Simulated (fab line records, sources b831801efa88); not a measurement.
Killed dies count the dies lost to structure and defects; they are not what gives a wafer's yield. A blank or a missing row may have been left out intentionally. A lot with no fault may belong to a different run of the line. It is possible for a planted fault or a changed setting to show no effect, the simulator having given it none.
Struck lot and sound lot, side by side -- flow gf180mcu -- 14 out of 602 route steps
Sound: these wafers, L664.1, L664.2, L664.5. Struck: wafers L666.1, L666.2, L666.5. At the end, the cause is stated.
Order at every step that has rows: each side's tool, ch and its chambers, its first start. Under that, the readings that differ: sound wafers -- struck wafers -- difference of the means -- sigmas: that difference in standard deviations of wafers without a fault.
alike: readings with means less than 2 such deviations apart, plus words and numbers identical on both sides. not compared: withheld readings, readings lacking a value on some wafer, bounds such as >300 that could conceal the same value, and numbers that have no deviation in the record and whose values overlap.
Wherever a step has rows on one side only, a row that says differs or no value, or a row with sigmas, the two part there. Non-overlapping numbers with no deviation appear without sigmas and do not part them. A reading missing from all wafers of one side parts the sides only when that side holds two or more wafers.

first, 8 steps without rows for these wafers: GF_V2_DEHYDRATE_06 (time 60 s); GF_V2_HMDS_07 (prime time 60 s); GF_V2_COAT_08; GF_V2_COAT_09 (resist thk 1000 nm); GF_V2_SOFTBAKE_10 (time 60 s); GF_V2_EXPOSE_11 (exposes mask Via2, target cd 260 nm); GF_V2_PEB_12 (peb time 90 s); GF_V2_DEVELOP_13 (develop time 60 s).
GF_V2_CD_MEAS_14: target cd 260 nm.
  struck on cd-sem-02, day 23 12:43; sound on cd-sem-01, day 22 16:34
  alike: cd-nm
GF_V2_OVL_MEAS_15:
  struck on overlay-02, day 23 12:50; sound on overlay-02, day 22 16:41
  alike: V2_OVL
GF_V2_ETCH_16: etches BARC in N2/H2.
  sound on rie-diel-03 ch 1,2,3, day 22 16:44; struck on rie-diel-04 ch 0,2,3, day 23 12:53
  alike: drypump-motor-current-A, h2-flow-sccm, oes-product-au, throttle-valve-pct
GF_V2_ETCH_17: etches SiO2 in C4F8/O2/Ar, stops on TiN, target depth 630 nm.
  sound on rie-diel-03 ch 1,2,3; struck on rie-diel-04 ch 0,2,3
  alike: oes-product-au
GF_V2_STRIP_18: strips in O2/N2.
  sound on plasma-asher-01 ch 0,1, day 22 16:51; struck on plasma-asher-04 ch 0,1, day 23 13:01
  no value came back on the struck wafers for chamber-pressure-mTorr (mTorr), drypump-motor-current-A (A), heater-power-w (W), oes-product-au (a.u.); on the sound wafers chamber-pressure-mTorr (mTorr) reads 1499.9 1500.5 1500.9
  not compared: rf-hours-counter-h
then, 1 step without rows for these wafers: GF_V2_STRIP_19 (strips in post etch residue remover, time 1200 s).

WHERE THEY PART
Within this record, at GF_V2_STRIP_18 only.

WHY: whatever the simulator had introduced
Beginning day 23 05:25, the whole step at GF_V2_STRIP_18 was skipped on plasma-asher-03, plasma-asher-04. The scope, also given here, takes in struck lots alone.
